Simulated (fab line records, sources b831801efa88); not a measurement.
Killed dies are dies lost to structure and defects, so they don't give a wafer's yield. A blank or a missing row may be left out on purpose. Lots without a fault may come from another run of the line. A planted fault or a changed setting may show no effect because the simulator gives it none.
Chamber matching | flow gf180mcu | GF_V1_ETCH_16 on rie_diel-01: 4 sister chambers
The step etches BARC in N2/H2. 8 wafers are shown with their chamber, then 7 later ones without.

WAFERS WITH THEIR CHAMBER
wafer  | chamber | throttle_valve_pct (%) | oes_product_au (a.u.)
L079.5 | 1       | 13.226                 | 0.856
L081.2 | 1       | 13.231                 | 0.857
L081.4 | 3       | 13.224                 | 0.849
L083.1 | 0       | 13.227                 | 0.855
L083.4 | 2       | 13.221                 | 0.855
L083.6 | 0       | 13.226                 | 0.857
L084.3 | 2       | 13.228                 | 0.853
L084.4 | 3       | 13.231                 | 0.863

WAFERS WITHOUT THEIR CHAMBER
wafer  | throttle_valve_pct (%) | oes_product_au (a.u.)
L084.5 | 13.229                 | 0.854
L090.1 | 13.219                 | 0.859
L090.2 | 13.215                 | 0.857
L090.5 | 13.224                 | 0.851
L095.2 | 13.216                 | 0.854
L095.3 | 13.217                 | 0.855
L095.6 | 13.217                 | 0.858

WHICH CHAMBER EACH WENT THROUGH
wafer  | from the rows above               | in truth
L084.5 | can't be placed: 1 or 3 or 0 or 2 | 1
L090.1 | can't be placed: 2 or 0 or 3 or 1 | 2
L090.2 | can't be placed: 2 or 0 or 3 or 1 | 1
L090.5 | can't be placed: 2 or 0 or 3 or 1 | 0
L095.2 | can't be placed: 2 or 0 or 3 or 1 | 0
L095.3 | can't be placed: 2 or 0 or 3 or 1 | 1
L095.6 | can't be placed: 2 or 0 or 3 or 1 | 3
Placed correctly: 0 of 7. Can't be placed from these rows: 7 (the true chamber is among the candidates in 7). Placed wrongly: 0.
How it was worked out, from the rows above alone: a wafer's distance from a chamber is the root of the sum, over the readings, of the square of ((its reading less the chamber's mean) divided by the reading's scatter). The wafer belongs to the nearest chamber; if the next one is less than 2 further off, it can't be placed. A chamber's mean is the mean of its shown wafers. The scatter: the root of (the sum of the squares of (reading less its chamber's mean) over the shown wafers, divided by (wafers less chambers)).
